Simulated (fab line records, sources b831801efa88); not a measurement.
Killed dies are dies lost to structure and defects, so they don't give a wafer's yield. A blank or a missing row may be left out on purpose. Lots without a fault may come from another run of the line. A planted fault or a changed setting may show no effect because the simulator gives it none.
Chamber matching | flow sky130 | SKY_SONOS_TUNNEL_WET_ETCH_10 on wet_bench-04: 4 sister chambers
The step etches SiO2 in dHF, target depth 14 nm, time 280 s. 4 wafers are shown with their chamber, then 7 later ones without.

WAFERS WITH THEIR CHAMBER
wafer  | chamber | run_length_s (s)
L718.6 | 3       | 306
L720.6 | 1       | 305
L730.5 | 0       | 308
L731.4 | 2       | 306

WAFERS WITHOUT THEIR CHAMBER
wafer  | run_length_s (s)
L731.6 | 306
L734.1 | 307
L734.4 | 307
L734.6 | 307
L736.3 | 312
L736.4 | 312
L736.5 | 312

WHICH CHAMBER EACH WENT THROUGH
wafer  | from the rows above               | in truth
L731.6 | can't be placed: 2 or 3 or 1 or 0 | 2
L734.1 | can't be placed: 0 or 2 or 3 or 1 | 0
L734.4 | can't be placed: 0 or 2 or 3 or 1 | 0
L734.6 | can't be placed: 0 or 2 or 3 or 1 | 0
L736.3 | can't be placed: 0 or 2 or 3 or 1 | 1
L736.4 | can't be placed: 0 or 2 or 3 or 1 | 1
L736.5 | can't be placed: 0 or 2 or 3 or 1 | 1
Placed correctly: 0 of 7. Can't be placed from these rows: 7 (the true chamber is among the candidates in 7). Placed wrongly: 0.
How it was worked out, from the rows above alone: a wafer's distance from a chamber is the root of the sum, over the readings, of the square of ((its reading less the chamber's mean) divided by the reading's scatter). The wafer belongs to the nearest chamber; if the next one is less than 2 further off, it can't be placed. A chamber's mean is the mean of its shown wafers. The scatter: with one shown wafer a chamber, the root of the mean of the squares of how far each hidden wafer lies from its nearest shown one.
